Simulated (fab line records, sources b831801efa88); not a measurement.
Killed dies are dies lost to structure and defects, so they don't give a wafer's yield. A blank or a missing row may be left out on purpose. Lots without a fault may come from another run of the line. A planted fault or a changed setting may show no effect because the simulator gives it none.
Which tool did it? | flow sky130 | 24 lots, 72 wafers sampled, at 3 steps of a route of 708

WHAT THE GAUGES READ, wafer by wafer
SKY_VIA1_CD_MEAS_12: target cd 150 nm. Usual: cd_nm 150.1 nm, standard deviation 1.7.
lot  | measured     | on        | cd_nm (nm)        | flag
L074 | day 34 06:41 | cd_sem-02 | 149.2 148.6 149.4 |
L075 | day 34 07:58 | cd_sem-02 | 148.7 148.1 149.3 |
L076 | day 34 10:44 | cd_sem-01 | 148.8 149.1 149.2 |
L077 | day 34 22:26 | cd_sem-01 | 151.1 150.3 152.3 |
L078 | day 35 06:16 | cd_sem-02 | 150.3 148.8 149.1 |
L079 | day 35 12:50 | cd_sem-01 | 150.0 150.2 148.7 |
L080 | day 35 18:08 | cd_sem-02 | 151.4 153.3 150.8 |
L081 | day 36 04:56 | cd_sem-01 | 153.8 153.4 151.0 |
L082 | day 36 12:46 | cd_sem-02 | 151.9 151.4 153.1 |
L083 | day 37 03:26 | cd_sem-02 | 149.4 151.5 150.6 |
L084 | day 37 03:26 | cd_sem-01 | 154.5 153.9 154.1 |
L085 | day 37 13:47 | cd_sem-01 | 150.4 150.5 150.9 |
L086 | day 37 19:14 | cd_sem-02 | 148.2 148.8 148.5 |
L087 | day 39 02:56 | cd_sem-02 | 149.6 150.8 150.9 |
L088 | day 39 03:52 | cd_sem-02 | 148.5 148.5 149.2 |
L089 | day 39 04:14 | cd_sem-02 | 150.4 150.3 150.4 |
L090 | day 39 04:34 | cd_sem-02 | 149.8 149.9 149.8 |
L091 | day 39 04:56 | cd_sem-02 | 147.6 150.0 147.5 |
L092 | day 39 07:40 | cd_sem-01 | 148.8 148.1 149.2 |
L093 | day 39 10:56 | cd_sem-02 | 149.8 149.0 149.5 |
L094 | day 39 20:05 | cd_sem-01 | 152.6 151.8 153.2 |
L095 | day 40 08:25 | cd_sem-01 | 149.7 149.9 149.6 |
L096 | day 40 19:02 | cd_sem-02 | 149.6 149.1 150.3 |
L097 | day 40 19:35 | cd_sem-01 | 151.8 151.1 151.5 |

SKY_METAL2_OVL_MEAS_16. Usual: METAL2_OVL 0 nm, standard deviation 4.9.
lot  | measured     | on         | METAL2_OVL (nm) | flag
L074 | day 35 10:32 | overlay-02 | 3 9 9           |
L075 | day 35 11:57 | overlay-01 | 3 10 10         |
L076 | day 35 14:50 | overlay-01 | -5 0 2          |
L077 | day 36 02:23 | overlay-02 | -5 -6 -4        |
L078 | day 36 10:02 | overlay-02 | -1 4 2          |
L079 | day 36 16:45 | overlay-01 | 3 4 -5          |
L080 | day 36 22:06 | overlay-02 | -18 -13 -3      |
L081 | day 37 09:08 | overlay-02 | 0 2 -1          |
L082 | day 37 17:02 | overlay-02 | 3 -3 3          |
L083 | day 38 06:36 | overlay-01 | 14 -5 3         |
L084 | day 38 06:56 | overlay-01 | 2 1 0           |
L085 | day 38 16:58 | overlay-02 | 0 5 0           |
L086 | day 38 22:26 | overlay-01 | -5 -6 -4        |
L087 | day 40 05:20 | overlay-01 | -3 -4 6         |
L088 | day 40 06:29 | overlay-02 | 0 -5 3          |
L089 | day 40 06:50 | overlay-02 | 8 2 2           |
L090 | day 40 07:05 | overlay-02 | 5 -2 -3         |
L091 | day 40 07:26 | overlay-02 | -2 2 -6         |
L092 | day 40 10:11 | overlay-01 | -1 -3 10        |
L093 | day 40 13:08 | overlay-01 | 6 0 -7          |
L094 | day 40 22:45 | overlay-02 | 0 -6 -7         |
L095 | day 41 10:54 | overlay-02 | -3 3 0          |
L096 | day 41 19:53 | overlay-01 | -1 -5 -4        |
L097 | day 41 21:08 | overlay-02 | 2 1 2           |

WHICH TOOL RAN EACH LOT (tool, then ch and the chambers of the sampled wafers, then the start)
lot  | SKY_LI_CONTACT_SPUTTER_20
L074 | pvd_sputter-03, day 29 12:32
L075 | pvd_sputter-01, day 29 14:14
L076 | pvd_sputter-03, day 29 17:11
L077 | pvd_sputter-01, day 30 04:02
L078 | pvd_sputter-01, day 30 10:43
L079 | pvd_sputter-03, day 30 21:26
L080 | pvd_sputter-01, day 31 01:04
L081 | pvd_sputter-01, day 31 13:37
L082 | pvd_sputter-01, day 31 22:40
L083 | pvd_sputter-03, day 32 10:49
L084 | pvd_sputter-01, day 32 11:37
L085 | pvd_sputter-03, day 32 21:53
L086 | pvd_sputter-01, day 33 05:01
L087 | pvd_sputter-03, day 34 14:10
L088 | pvd_sputter-02, day 34 14:46
L089 | pvd_sputter-01, day 34 15:07
L090 | pvd_sputter-03, day 34 16:04
L091 | pvd_sputter-02, day 34 17:37
L092 | pvd_sputter-03, day 34 19:22
L093 | pvd_sputter-01, day 34 21:28
L094 | pvd_sputter-01, day 35 08:34
L095 | pvd_sputter-03, day 35 21:29
L096 | pvd_sputter-03, day 36 09:31
L097 | pvd_sputter-02, day 36 10:38
- SKY_LI_CONTACT_SPUTTER_20: material TiN, target thk 20 nm, time 80 s.

WHAT THE TOOLS THEMSELVES READ (means of the sampled wafers that have a number; where no wafer has one, the mark that the record gives instead)
SKY_LI_CONTACT_SPUTTER_20. Usual: throttle_valve_pct 30.1 %, standard deviation 0.66.
lot  | tool           | throttle_valve_pct (%) | flag
L074 | pvd_sputter-03 | 30.4                   |
L075 | pvd_sputter-01 | 29.7                   |
L076 | pvd_sputter-03 | 30.3                   |
L077 | pvd_sputter-01 | 30.0                   |
L078 | pvd_sputter-01 | 30.3                   |
L079 | pvd_sputter-03 | 30.4                   |
L080 | pvd_sputter-01 | 29.8                   |
L081 | pvd_sputter-01 | 30.2                   |
L082 | pvd_sputter-01 | 29.7                   |
L083 | pvd_sputter-03 | 30.5                   |
L084 | pvd_sputter-01 | 30.2                   |
L085 | pvd_sputter-03 | 30.3                   |
L086 | pvd_sputter-01 | 29.6                   |
L087 | pvd_sputter-03 | 30.5                   |
L088 | pvd_sputter-02 | 29.5                   |
L089 | pvd_sputter-01 | 30.1                   |
L090 | pvd_sputter-03 | 30.4                   |
L091 | pvd_sputter-02 | 29.6                   |
L092 | pvd_sputter-03 | 30.3                   |
L093 | pvd_sputter-01 | 30.1                   |
L094 | pvd_sputter-01 | 30.1                   |
L095 | pvd_sputter-03 | 30.3                   |
L096 | pvd_sputter-03 | 30.3                   |
L097 | pvd_sputter-02 | 28.9                   |

THE ANSWER, worked out from the rows above alone
Rule: a lot is off if the mean of its wafers that have a number lies more than 3 standard deviations from the usual mean. A lot without any number at a reading at which 4 lots or more have one is off too. The other lots that the step has rows for count as sound. The gauges are gone through in route order, then the tools' own readings, and for those a lot's mean is taken as printed above. The first step at which some lot is off is used, and at that step the reading that is off furthest; a lot without a number counts as furthest.
No lot is off at any reading shown: from this, nothing can be told.

WHAT THE SIMULATOR HAD PUT IN
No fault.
